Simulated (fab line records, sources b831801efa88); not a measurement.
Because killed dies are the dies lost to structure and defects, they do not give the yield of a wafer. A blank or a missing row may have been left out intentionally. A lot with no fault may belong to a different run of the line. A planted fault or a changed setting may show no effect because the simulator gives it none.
fab line records -- flow gf180mcu
record lots=7, wafers=21, lastDay=34
route steps=602 shown V3@434
lots that met no fault: from a run of the same line without faults
startH: the number of hours between the record's first day and the start of the first shown wafer of the lot -- waitH: hours from the lot's prior step to this one -- " as in the row above -- L1.1+2: a row that stands for several wafers -- - no value present, or no start provided -- * or withheld: withheld -- < > ~ a bound
route shown NAME@n: names a module that has steps shown in the file, with the first one's number in the route -- usual: mean/standard deviation of fault-free wafers -- same: alike in all rows -- chamber/n: place in a boat -- sites: per-site readings -- _std_site: their standard deviation -- _edge_site: the outer-site mean with the inner-site mean subtracted -- radiusMm: for every site, how far away it sits from the centre of the wafer -- mask NAME#n: copy n -- behind: the most recent tool/chamber to have shaped the wafer -- hold: why the lot went on hold/how many hours it stayed there/how the hold came to an end -- device: transistor that didn't switch, given as n, p or np -- end of line: the tests these same wafers got at the end of their route -- where a step has no rows: the recipe by itself -- killed: the dies lost at the first sort to structure and to defects; this is not the yield of the wafer -- map: a wafer's dies, x killed, . not, _ none there
set.NAME: setting as actually run; set.NAME@STEP: the setting as run at that earlier step -- model.NAME: the simulator's own value behind a step, which no gauge read
lots seen at some steps along the route; tables by step, rows by wafer
services: when a tool's chamber went out of use (startH, in hours from the record's first day, below 0 if earlier), for how many hours, and the reason
## steps
# step GF_V3_BOW_MEAS_05
# recipe mode=bow
# usual V3_BOW=114/9.2
lot.wafer,tool,chamber,startH,waitH,V3_BOW[um]
L788.1,filmMetro-04,-,541.58,0.1,117
L788.4,filmMetro-04,-,541.58,0.1,102
L788.5,filmMetro-04,-,541.58,0.1,118
L792.2,filmMetro-04,-,569.38,0.2,106
L792.4,filmMetro-04,-,569.38,0.2,111
L792.5,filmMetro-04,-,569.38,0.2,106
L796.1,filmMetro-04,-,598.77,0.2,113
L796.2,filmMetro-04,-,598.77,0.2,117
L796.6,filmMetro-04,-,598.77,0.2,113
L797.1,filmMetro-03,-,610.33,0.2,112
L797.2,filmMetro-03,-,610.33,0.2,118
L797.6,filmMetro-03,-,610.33,0.2,123
L798.4,filmMetro-03,-,614.06,0.2,122
L798.5,filmMetro-03,-,614.06,0.2,123
L798.6,filmMetro-03,-,614.06,0.2,119
L801.1,filmMetro-02,-,632.35,0.2,104
L801.3,filmMetro-02,-,632.35,0.2,111
L801.4,filmMetro-02,-,632.35,0.2,109
L805.1,filmMetro-04,-,661.04,0.1,99
L805.2,filmMetro-04,-,661.04,0.1,91
L805.4,filmMetro-04,-,661.04,0.1,102
# step GF_V3_DEHYDRATE_06
# recipe tempC=200, timeS=60
# step GF_V3_HMDS_07
# recipe primeTimeS=60, primeTempC=120
# step GF_V3_COAT_08
# recipe resist=BARC, tempC=withheld, timeS=withheld, spinRpm=withheld, resistThkNm=withheld
# step GF_V3_COAT_09
# recipe resist=KrF, spinRpm=withheld, resistThkNm=1000
# step GF_V3_SOFTBAKE_10
# recipe tempC=130, timeS=60, resist=KrF
# step GF_V3_EXPOSE_11
# recipe maskId=Via3, targetCdNm=260, na=0.68, sourceShape=conventional, sigmaOuter=0.6, doseMj=38
# step GF_V3_PEB_12
# recipe pebTempC=135, pebTimeS=90, resist=KrF
# step GF_V3_DEVELOP_13
# recipe developTimeS=60, resist=KrF, devTempC=21
# step GF_V3_CD_MEAS_14
# recipe targetCdNm=260
# usual cdNm=260.1/1
lot.wafer,tool,chamber,startH,waitH,cdNm
L788.1,cdSem-01,-,563.68,0.1,259.5
L788.4,cdSem-01,-,563.68,0.1,258.8
L788.5,cdSem-01,-,563.68,0.1,259.9
L792.2,cdSem-01,-,591.03,0.1,259.7
L792.4,cdSem-01,-,591.03,0.1,258.2
L792.5,cdSem-01,-,591.03,0.1,259.4
L796.1,cdSem-01,-,619.83,0.1,258.6
L796.2,cdSem-01,-,619.83,0.1,259.7
L796.6,cdSem-01,-,619.83,0.1,260.6
L797.1,cdSem-01,-,630.31,0.1,258.9
L797.2,cdSem-01,-,630.31,0.1,261.1
L797.6,cdSem-01,-,630.31,0.1,258.7
L798.4,cdSem-02,-,634.04,0.1,259.9
L798.5,cdSem-02,-,634.04,0.1,260.4
L798.6,cdSem-02,-,634.04,0.1,260.3
L801.1,cdSem-01,-,652.18,0.1,261.0
L801.3,cdSem-01,-,652.18,0.1,260.6
L801.4,cdSem-01,-,652.18,0.1,261.5
L805.1,cdSem-02,-,680.51,0.1,257.6
L805.2,cdSem-02,-,680.51,0.1,258.9
L805.4,cdSem-02,-,680.51,0.1,257.8
# step GF_V3_OVL_MEAS_15
# usual V3_OVL=-3/5.9
lot.wafer,tool,chamber,startH,waitH,V3_OVL[nm]
L788.1,overlay-02,-,563.80,0.1,-3
L788.4,overlay-02,-,563.80,0.1,1
L788.5,overlay-02,-,563.80,0.1,-12
L792.2,overlay-01,-,591.14,0.1,-4
L792.4,overlay-01,-,591.14,0.1,-7
L792.5,overlay-01,-,591.14,0.1,-8
L796.1,overlay-01,-,619.95,0.1,3
L796.2,overlay-01,-,619.95,0.1,3
L796.6,overlay-01,-,619.95,0.1,3
L797.1,overlay-01,-,630.43,0.1,2
L797.2,overlay-01,-,630.43,0.1,-13
L797.6,overlay-01,-,630.43,0.1,-12
L798.4,overlay-01,-,634.11,0.1,-10
L798.5,overlay-01,-,634.11,0.1,-1
L798.6,overlay-01,-,634.11,0.1,-13
L801.1,overlay-02,-,652.30,0.1,-10
L801.3,overlay-02,-,652.30,0.1,-7
L801.4,overlay-02,-,652.30,0.1,0
L805.1,overlay-01,-,680.63,0.1,-9
L805.2,overlay-01,-,680.63,0.1,-3
L805.4,overlay-01,-,680.63,0.1,-2
# step GF_V3_ETCH_16
# recipe chemistry=N2/H2, targetDepthA=withheld, overetchA=withheld, timeS=withheld, target=BARC, ionEnergyEv=200, sourceW=500, biasW=100, pressureMtorr=30, n2FlowSccm=100, h2FlowSccm=200
# usual biasW=99.97/0.28, drypumpMotorCurrentA=5.7/0.51, oesProductAu=0.855/0.0044, throttleValvePct=13.225/0.0089
lot.wafer,tool,chamber,startH,waitH,biasW,drypumpMotorCurrentA,oesProductAu,throttleValvePct
L788.1,rieDiel-02,2,563.84,0.0,99.73,5.8,0.847,13.214
L788.4,rieDiel-02,0,563.84,0.0,100.06,4.8,0.854,13.222
L788.5,rieDiel-02,2,563.84,0.0,99.74,5.8,0.851,13.218
L792.2,rieDiel-04,1,591.17,0.0,100.03,5.9,0.856,13.228
L792.4,rieDiel-04,2,591.17,0.0,100.13,5.6,0.856,13.229
L792.5,rieDiel-04,1,591.17,0.0,100.11,5.9,0.851,13.213
L796.1,rieDiel-04,1,619.99,0.0,100.29,5.9,0.862,13.222
L796.2,rieDiel-04,3,619.99,0.0,99.85,6.3,0.858,13.230
L796.6,rieDiel-04,3,619.99,0.0,100.00,6.4,0.849,13.228
L797.1,rieDiel-04,2,630.47,0.0,99.84,5.6,0.854,13.230
L797.2,rieDiel-04,1,630.47,0.0,100.04,5.9,0.858,13.207
L797.6,rieDiel-04,3,630.47,0.0,99.87,6.4,0.852,13.218
L798.4,rieDiel-04,1,634.13,0.0,100.25,5.9,0.859,13.238
L798.5,rieDiel-04,1,634.13,0.0,99.95,5.9,0.851,13.231
L798.6,rieDiel-04,0,634.13,0.0,99.95,6.1,0.857,13.219
L801.1,rieDiel-03,1,652.33,0.0,99.90,5.7,0.863,13.212
L801.3,rieDiel-03,0,652.33,0.0,99.55,5.2,0.855,13.216
L801.4,rieDiel-03,2,652.33,0.0,99.90,6.3,0.854,13.225
L805.1,rieDiel-02,2,680.67,0.0,100.05,5.8,0.856,13.218
L805.2,rieDiel-02,3,680.67,0.0,100.33,5.2,0.856,13.220
L805.4,rieDiel-02,0,680.67,0.0,99.99,4.8,0.857,13.238
# step GF_V3_ETCH_17
# recipe chemistry=C4F8/O2/Ar, maskMaterial=KrF, target=SiO2, stopOn=TiN, sourceW=1500, biasW=1200, pressureMtorr=40, c4f8FlowSccm=withheld, O2_flow_sccm=6, Ar_flow_sccm=300, timeS=withheld, targetDepthA=6350
# usual biasW=1200/3.7, oesProductAu=0.856/0.0042
lot.wafer,tool,chamber,startH,waitH,biasW,oesProductAu,model.TiN_of_M3_SPUTTER_04.thkNm
L788.1,rieDiel-02,2,563,-,1196,0.859,51.48
L788.4,rieDiel-02,0,563,-,1200,0.851,52
L788.5,rieDiel-02,2,563,-,1205,0.858,52.07
L792.2,rieDiel-04,1,591,-,1196,0.859,51.56
L792.4,rieDiel-04,2,591,-,1198,0.858,51.97
L792.5,rieDiel-04,1,591,-,1198,0.853,51.96
L796.1,rieDiel-04,1,620,-,1426,0.856,49.9
L796.2,rieDiel-04,3,620,-,1198,0.856,51.52
L796.6,rieDiel-04,3,620,-,1200,0.854,51.94
L797.1,rieDiel-04,2,630,-,1196,0.850,51.8
L797.2,rieDiel-04,1,630,-,1420,0.857,49.55
L797.6,rieDiel-04,3,630,-,1205,0.859,51.51
L798.4,rieDiel-04,1,634,-,1414,0.860,49.86
L798.5,rieDiel-04,1,634,-,1416,0.863,49.6
L798.6,rieDiel-04,0,634,-,1198,0.853,51.01
L801.1,rieDiel-03,1,652,-,1202,0.857,51.23
L801.3,rieDiel-03,0,652,-,1195,0.855,52.02
L801.4,rieDiel-03,2,652,-,1202,0.856,51.51
L805.1,rieDiel-02,2,680,-,1203,0.862,50.76
L805.2,rieDiel-02,3,680,-,1198,0.860,50.55
L805.4,rieDiel-02,0,680,-,1203,0.850,51.29
# step GF_V3_STRIP_18
# recipe chemistry=O2/N2, powerW=1400, pressureMtorr=1500, platenTempC=250, o2FlowSccm=3000, n2FlowSccm=300, overashFraction=0.5
# usual drypumpMotorCurrentA=6.1/0.38, heaterPowerW=317/28, oesProductAu=0.594/0.0042
lot.wafer,tool,chamber,startH,waitH,drypumpMotorCurrentA,heaterPowerW,oesProductAu,rfHoursCounterH
L788.1,plasmaAsher-04,0,563.97,-,5.5,341,0.588,14
L788.4,plasmaAsher-04,1,563.97,-,5.2,354,0.595,-
L788.5,plasmaAsher-04,0,563.97,-,5.5,336,0.595,-
L792.2,plasmaAsher-03,1,591.30,-,6.6,310,0.598,49
L792.4,plasmaAsher-03,0,591.30,-,6.1,362,0.599,-
L792.5,plasmaAsher-03,1,591.30,-,6.5,307,0.592,-
L796.1,plasmaAsher-02,0,620.12,-,6.2,289,0.592,84
L796.2,plasmaAsher-02,1,620.12,-,6.2,316,0.602,84
L796.6,plasmaAsher-02,0,620.12,-,6.3,276,0.593,-
L797.1,plasmaAsher-03,1,630.60,-,6.6,304,0.590,54
L797.2,plasmaAsher-03,0,630.60,-,6.1,348,0.590,54
L797.6,plasmaAsher-03,0,630.60,-,6.1,355,0.594,-
L798.4,plasmaAsher-02,1,634.29,-,6.2,305,0.590,-
L798.5,plasmaAsher-02,0,634.29,-,6.2,276,0.586,-
L798.6,plasmaAsher-02,1,634.29,-,6.3,297,0.593,-
L801.1,plasmaAsher-04,1,652.46,-,5.2,355,0.596,19
L801.3,plasmaAsher-04,0,652.46,-,5.5,332,0.591,-
L801.4,plasmaAsher-04,1,652.46,-,5.2,358,0.589,-
L805.1,plasmaAsher-02,0,680.79,-,6.2,282,0.591,91
L805.2,plasmaAsher-02,1,680.79,-,6.3,305,0.594,91
L805.4,plasmaAsher-02,0,680.79,-,6.2,284,0.591,-
# step GF_V3_STRIP_19
# recipe chemistry=postEtchResidueRemover, timeS=1200, tempC=72.5
lot.wafer,tool,chamber,startH,waitH,model.TiN_of_M3_SPUTTER_04.thkNm
L788.1,wetBench-03,1,564.07,0.1,51.05
L788.4,wetBench-03,1,564.07,0.1,51.58
L788.5,wetBench-03,1,564.07,0.1,51.65
L792.2,wetBench-03,3,591.40,0.1,51.14
L792.4,wetBench-03,3,591.40,0.1,51.55
L792.5,wetBench-03,3,591.40,0.1,51.54
L796.1,wetBench-01,2,620.22,0.1,49.48
L796.2,wetBench-01,2,620.22,0.1,51.1
L796.6,wetBench-01,2,620.22,0.1,51.51
L797.1,wetBench-03,2,630.70,0.1,51.38
L797.2,wetBench-03,2,630.70,0.1,49.13
L797.6,wetBench-03,2,630.70,0.1,51.09
L798.4,wetBench-01,3,634.36,0.0,49.44
L798.5,wetBench-01,3,634.36,0.0,49.18
L798.6,wetBench-01,3,634.36,0.0,50.59
L801.1,wetBench-01,1,652.56,0.1,50.81
L801.3,wetBench-01,1,652.56,0.1,51.6
L801.4,wetBench-01,1,652.56,0.1,51.1
L805.1,wetBench-01,0,680.89,0.1,50.34
L805.2,wetBench-01,0,680.89,0.1,50.14
L805.4,wetBench-01,0,680.89,0.1,50.87
# step GF_V3_CLEAN_20
# recipe chemistry=DIW, dry=n2Spin
## services
tool,chamber,startH,hours,kind
rieDiel-03,0,548.97,65.0,repair
plasmaAsher-04,-,584.24,17.2,pm
rieDiel-04,0,605.16,14.2,repair
plasmaAsher-04,-,605.81,30.2,repair
rieDiel-03,2,613.94,-,clean
rieDiel-03,2,613.94,29.2,scheduledDown
rieDiel-03,2,613.94,29.2,ventCycle
rieDiel-03,-,626.37,1.4,repair
rieDiel-04,0,650.34,5.5,repair
rieDiel-04,2,653.41,7.1,repair
rieDiel-03,0,654.45,-,clean
rieDiel-03,0,654.45,15.9,scheduledDown
rieDiel-03,0,654.45,15.9,ventCycle
rieDiel-03,3,661.04,4.8,repair
## key
firstSign step=GF_V3_ETCH_17, reading=biasW, direction=up, sigmas=58, usual=1200, struck=1419
effect none on later readings
modelEffect step=GF_V3_ETCH_17, value=TiN_of_M3_SPUTTER_04.thkNm, without=51.22, struck=49.73
modelEffect step=GF_V3_STRIP_19, value=TiN_of_M3_SPUTTER_04.thkNm, without=50.79, struck=49.31
metAt GF_V3_ETCH_17
struckWafers L796.1,L797.2,L798.4,L798.5
onsetBetween 591 620
fault kind=processParameterDrift, tool=rieDiel-04, chamber=1, onsetH=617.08, steps=GF_V3_ETCH_17, channel=biasW, offset=218.93, shape=step, endH=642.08, actsIn=theseRecipesOnly, stated=1200
